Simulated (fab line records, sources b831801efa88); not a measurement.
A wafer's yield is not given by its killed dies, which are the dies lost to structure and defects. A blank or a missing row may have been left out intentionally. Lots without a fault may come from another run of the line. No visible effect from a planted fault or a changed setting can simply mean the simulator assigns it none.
2 desks looking at one fault | flow gf180mcu | each desk holds nothing but its own numbers, with what lay behind them at the end

== DESK OF THE TOOL OWNER: wetBench-03 ==
The tool's own readings at GF_STI_WET_ETCH_26 (etches SiO2 in dHF, target depth 94 nm, time 188 s): means of the sampled wafers that have a number, for each lot that ran on this tool. A lot is out of limits, marked OUT, if its mean lies more than 4 standard deviations from the usual mean; the brackets give that distance.
Columns: A = runLengthS at GF_STI_WET_ETCH_26, usual 218 s
lot  | first seen here | A
L915 | day 4 12:10     | 222
L917 | day 5 00:44     | 222
L922 | day 6 01:05     | 65 (-41) OUT
L923 | day 6 05:48     | 66 (-41) OUT
This desk finds L922, L923 out of limits, L922 being first, at day 6 01:05 (runLengthS at GF_STI_WET_ETCH_26). L915, L917 stayed within limits.

== METROLOGY DESK ==
Lot by lot, what the gauges showed, no matter which tool ran the lot: averages of those sampled wafers that carry a number. A lot is out of limits, marked OUT, if its mean lies more than 4 standard deviations from the usual mean; the brackets give that distance.
Columns: A = STI_OXIDATION_01_THK at GF_STI_THK_MEAS_22, usual 15.09 nm; B = STI_CVD_23_THK at GF_STI_THK_MEAS_24, usual 651 nm; C = STI_OXIDATION_02_THK at GF_STI_THK_MEAS_30, usual 9.99 nm; D = DNWELL_TW at GF_DNWELL_TW_MEAS_09, usual 1357; E = NWELL_OVL at GF_NWELL_OVL_MEAS_07, usual 1.0 nm; F = NWELL_TW at GF_NWELL_TW_MEAS_11, usual 1581
lot  | first seen here | A     | B   | C     | D    | E    | F
L915 | day 4 11:41     | 14.89 | 647 | 10.03 | 1356 | -0.2 | 1582
L917 | day 5 00:15     | 14.88 | 647 | 9.75  | 1363 | 1.0  | 1589
L922 | day 6 00:36     | 14.73 | 645 | 10.04 | 1347 | 0.8  | 1556
L923 | day 6 05:18     | 15.31 | 645 | 9.97  | 1363 | 1.0  | 1593
L926 | day 6 20:12     | 15.19 | 647 | 9.95  | 1341 | 1.1  | 1598
L927 | day 7 04:56     | 15.55 | 657 | 9.86  | 1348 | -1.0 | 1594
Finding of this desk: none of the 6 lots has anything out of limits.

== PUT TOGETHER ==
The tool owner's desk had the chance to raise an alarm at day 6 01:05 on L922, L923.
The metrology desk saw nothing out of limits.
The metrology desk has L922, L923 on record, within its limits.
Of the lots named, all ran GF_STI_WET_ETCH_26 on wetBench-03.

== WHAT WAS PUT IN BY THE SIMULATOR ==
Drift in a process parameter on wetBench-03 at GF_STI_WET_ETCH_26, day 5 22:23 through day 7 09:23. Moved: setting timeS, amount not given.
Lots struck among those shown: L922, L923.
How many hours passed from the start of the fault until each desk's first out-of-limits reading: the tool owner's desk, 3.
